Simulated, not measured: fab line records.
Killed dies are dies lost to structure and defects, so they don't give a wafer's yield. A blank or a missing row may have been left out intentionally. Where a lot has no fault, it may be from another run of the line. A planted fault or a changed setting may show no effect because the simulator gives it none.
Comparing a struck lot with a sound one | flow gf180mcu | 21 out of 602 route steps
Sound: wafers L845.1, L845.3, L845.5. Struck: wafer L853.2 (left out: L853.3, L853.5 of the same lot, which were not struck); the cause appears at the end.
For every step that has rows: the tool of each side, followed by ch and its chambers, followed by its first start. Under that, the readings that differ: sound wafers | struck wafers | difference of the means | sigmas: that difference in standard deviations of wafers without a fault.
alike: readings with means less than 2 such deviations apart, plus words and numbers identical on both sides. not compared: withheld readings, readings lacking a value on some wafer, bounds such as >300 that could conceal the same value, and numbers that have no deviation in the record and whose values overlap.
The two part at a step that has a row with sigmas, a row that says differs or no value, or rows on one side only. Numbers that have no deviation but don't overlap get no sigmas and don't part them. Lack of a reading on every wafer of one side parts them only where that side has two or more wafers.

GF_V5_THK_MEAS_25: measures by xrf.
  sound on film-metro-02 at day 30 14:38; struck on film-metro-03 at day 32 11:23
  alike: V5_W_THK
GF_V5_CMP_26: polishes, stops on SiO2, t overpolish 15 s, target thk 0 nm.
  sound on cmp-01 ch 0,3, day 30 14:41; struck on cmp-01 ch 2, day 32 11:29
  alike: motor-current-A, overpolish-run-s, time-to-endpoint-s
GF_TOP_METAL_SPUTTER_00: material Ti, target thk 37.5 nm, time 150 s.
  sound on pvd-sputter-02 at day 30 14:59; struck on pvd-sputter-03 at day 32 11:44
  alike: throttle-valve-pct
GF_TOP_METAL_SPUTTER_01: material TiN, target thk 30 nm, time 25 s.
  sound on pvd-sputter-02 at day 30 15:05; struck on pvd-sputter-03 at day 32 11:50
  alike: throttle-valve-pct
GF_TOP_METAL_SPUTTER_02: material AlCu, target thk 900 nm, time 47.82 s.
  sound on pvd-sputter-02 at day 30 15:07; struck on pvd-sputter-03 at day 32 11:52
  alike: throttle-valve-pct
then, 2 steps without rows for these wafers: GF_TOP_METAL_SPUTTER_03 (material Ti, target thk 5 nm, time 3.3 s); GF_TOP_METAL_SPUTTER_04 (material TiN, target thk 25 nm, time 20.8 s).
GF_TOP_METAL_RS_MEAS_05: measurement is done with a four-point probe.
  sound on film-metro-02 at day 30 15:13; struck on film-metro-04 at day 32 11:59
  alike: TOP_METAL_ALCU_RS
GF_TOP_METAL_THK_MEAS_06: measures by xrf.
  sound on film-metro-02 at day 30 15:20; struck on film-metro-04 at day 32 12:05
  alike: TOP_METAL_ALCU_THK
then, 3 steps without rows for these wafers: GF_TOP_METAL_DEHYDRATE_07 (time 60 s); GF_TOP_METAL_HMDS_08 (prime time 60 s); GF_TOP_METAL_COAT_09 (resist thk 1500 nm).
GF_TOP_METAL_SOFTBAKE_10: time 60 s.
  sound on litho-track-03 ch 0, day 31 00:04; struck on litho-track-03 ch 0, day 32 19:44
  reading                  | sound             | struck | difference | sigmas
  heater-power-total-W (W) | 56.66 56.62 56.59 | 70.90  | +14.28     | +99 or more
  run-length-s (s)         | 89.18 89.24 89.11 | 59.25  | -29.93     | -99 or more
then, 2 steps without rows for these wafers: GF_TOP_METAL_EXPOSE_11 (exposes mask MetalTop, target cd 440 nm); GF_TOP_METAL_PEB_12.
GF_TOP_METAL_DEVELOP_13: develop time 60 s.
  sound on litho-track-02 ch 0, day 31 08:40; struck on litho-track-01 ch 0, day 33 04:06
  reading                                        | sound          | struck | difference | sigmas
  model.NOVOLAK_of_TOP_METAL_COAT_09.thk-nm (nm) | 1504 1513 1508 | 1526   | +18        |
  alike: developer-temp-C
GF_TOP_METAL_CD_MEAS_14: target cd 440 nm.
  sound on cd-sem-02 at day 31 08:49; struck on cd-sem-02 at day 33 04:14
  alike: cd-nm
GF_TOP_METAL_OVL_MEAS_15:
  sound on overlay-02 at day 31 08:56; struck on overlay-02 at day 33 04:21
  alike: TOP_METAL_OVL
GF_TOP_METAL_METAL_ETCH_16: etches the open film in Cl2/BCl3, stops on SiO2, target depth 1197 nm, time 199.5 s.
  sound on rie-metal-03 ch 1, day 31 08:58; struck on rie-metal-03 ch 0, day 33 04:23
  reading                                        | sound          | struck | difference | sigmas
  model.NOVOLAK_of_TOP_METAL_COAT_09.thk-nm (nm) | 1017 1025 1025 | 1039   | +17        |
  alike: drypump-motor-current-A, mfc-cl2-sccm, oes-product-au, throttle-valve-pct
  not compared: rf-hours-counter-h
GF_TOP_METAL_STRIP_17: strips in O2/N2.
  sound on plasma-asher-01 ch 0,1, day 31 09:10; struck on plasma-asher-04 ch 1, day 33 04:34
  reading                      | sound             | struck | difference | sigmas
  drypump-motor-current-A (A)  | 6.2 6.8 6.8       | 5.4    | -1.2       | -3
  strip-time-to-endpoint-s (s) | 12.85 12.96 12.94 | 13.11  | +0.19      | +2
  alike: heater-power-w, oes-product-au
  not compared: rf-hours-counter-h
GF_PASSIVATION_PROBE_99:
  the record has rows for the struck wafers here (prober-01, day 33 22:41) and none for the sound ones

## WHERE THEY PART
Earliest at GF_TOP_METAL_SOFTBAKE_10; latest, in this record, at GF_PASSIVATION_PROBE_99.

WHY: whatever the simulator had introduced
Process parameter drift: litho-track-03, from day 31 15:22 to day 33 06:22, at GF_TOP_METAL_SOFTBAKE_10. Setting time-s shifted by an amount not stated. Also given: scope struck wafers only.
